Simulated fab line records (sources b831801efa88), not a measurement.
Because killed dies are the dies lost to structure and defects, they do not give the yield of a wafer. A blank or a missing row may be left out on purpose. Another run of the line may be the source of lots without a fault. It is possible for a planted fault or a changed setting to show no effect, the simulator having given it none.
Struck lot and sound lot, side by side + flow gf180mcu + 17 steps out of a route of 602
Sound: these wafers, L348.1, L348.2, L348.6. Struck: wafer L352.6 (left out: L352.2, a lot-mate that was not struck); the cause follows at the end.
For every step that has rows: the tool of each side, followed by ch and its chambers, followed by its first start. Under that, the readings that differ: sound wafers + struck wafers + difference of the means + sigmas: that difference in standard deviations of wafers without a fault.
alike: same words and numbers on both sides, and readings whose means sit less than 2 such deviations apart. not compared: any withheld reading, any reading some wafer has no value for, any bound like >300 that may hide the same value, and any number with overlapping values for which the record gives no deviation.
Wherever a step has rows on one side only, a row that says differs or no value, or a row with sigmas, the two part there. When numbers do not overlap yet have no deviation, they are printed without sigmas and do not part them. Lack of a reading on every wafer of one side parts them only where that side has two or more wafers.

first, 3 steps without rows for these wafers: GF_V2_EXPOSE_11 (exposes mask Via2, target cd 260 nm); GF_V2_PEB_12 (peb time 90 s); GF_V2_DEVELOP_13 (develop time 60 s).
GF_V2_CD_MEAS_14: the cd target is 260 nm.
  sound on cd-sem-02, day 25 00:14; struck on cd-sem-01, day 26 12:22
  alike: cd-nm
GF_V2_OVL_MEAS_15:
  sound on overlay-02, day 25 00:22; struck on overlay-01, day 26 12:28
  alike: V2_OVL
GF_V2_ETCH_16: etches BARC in N2/H2.
  sound on rie-diel-03 ch 0,2, day 25 00:24; struck on rie-diel-02 ch 2, day 26 12:30
| reading                     | sound       | struck | difference | sigmas |
|-----------------------------|-------------|--------|------------|--------|
| drypump-motor-current-A (A) | 6.3 6.0 6.3 | 4.9    | -1.3       | -3     |
  alike: oes-product-au, rf-fwd-power-W, throttle-valve-pct
GF_V2_ETCH_17: etches SiO2 in C4F8/O2/Ar, stops on TiN, target depth 630 nm.
  sound: rie-diel-03 ch 0,2; struck: rie-diel-02 ch 2
  alike: oes-product-au, rf-fwd-power-W
GF_V2_STRIP_18: strips in O2/N2.
  sound on plasma-asher-04 ch 0,1, day 25 00:32; struck on plasma-asher-04 ch 1, day 26 12:38
  alike: drypump-motor-current-A, heater-power-w, oes-product-au
  not compared: rf-hours-counter-h
then, 2 steps without rows for these wafers: GF_V2_STRIP_19 (strips in post etch residue remover, time 1200 s); GF_V2_CLEAN_20 (cleans in DIW).
GF_V2_SPUTTER_21: material Ti, target thk 15 nm, time 80.02 s.
  sound on pvd-sputter-04, day 25 01:04; struck on pvd-sputter-01, day 26 13:11
  alike: throttle-valve-pct
GF_V2_SPUTTER_22: material TiN, target thk 10 nm, time 40 s.
  sound on pvd-sputter-04, day 25 01:07; struck on pvd-sputter-01, day 26 13:14
  alike: throttle-valve-pct
GF_V2_CVD_23: deposits W, target thk 350 nm, time 104.94 s.
  sound on cvd-w-01 ch 0,1, day 25 01:10; struck on cvd-w-01 ch 1, day 26 13:17
| reading                          | sound         | struck | difference | sigmas |
|----------------------------------|---------------|--------|------------|--------|
| model.W_of_V2_CVD_23.thk-nm (nm) | 347 346 348.8 | 303.8  | -43.5      |        |
  alike: heater-power-w
GF_V2_RS_MEAS_24: measurement is done with a four-point probe.
  sound on film-metro-04, day 25 01:16; struck on film-metro-04, day 26 13:25
| reading          | sound             | struck | difference | sigmas |
|------------------|-------------------|--------|------------|--------|
| V2_W_RS (ohm/sq) | 0.329 0.330 0.328 | 0.377  | +0.048     | +9     |
GF_V2_THK_MEAS_25: measures by xrf.
  sound on film-metro-04, day 25 01:23; struck on film-metro-04, day 26 13:31
| reading       | sound       | struck | difference | sigmas |
|---------------|-------------|--------|------------|--------|
| V2_W_THK (nm) | 350 346 350 | 305    | -44        | -6     |
GF_V2_CMP_26: polishes, stops on SiO2, t overpolish 15 s, target thk 0 nm.
  sound on cmp-02 ch 2,3, day 25 01:30; struck on cmp-02 ch 3, day 26 13:43
| reading                | sound    | struck | difference | sigmas |
|------------------------|----------|--------|------------|--------|
| time-to-endpoint-s (s) | 82 80 84 | 70     | -12        | -4     |
  alike: head-pressure-psi, motor-current-A
then, 1 step without rows for these wafers: GF_M3_SPUTTER_00 (material Ti, target thk 37.5 nm, time 150 s).

WHERE THEY PART
First at GF_V2_ETCH_16; last, within this record, at GF_V2_CMP_26.

WHY: the cause the simulator had injected
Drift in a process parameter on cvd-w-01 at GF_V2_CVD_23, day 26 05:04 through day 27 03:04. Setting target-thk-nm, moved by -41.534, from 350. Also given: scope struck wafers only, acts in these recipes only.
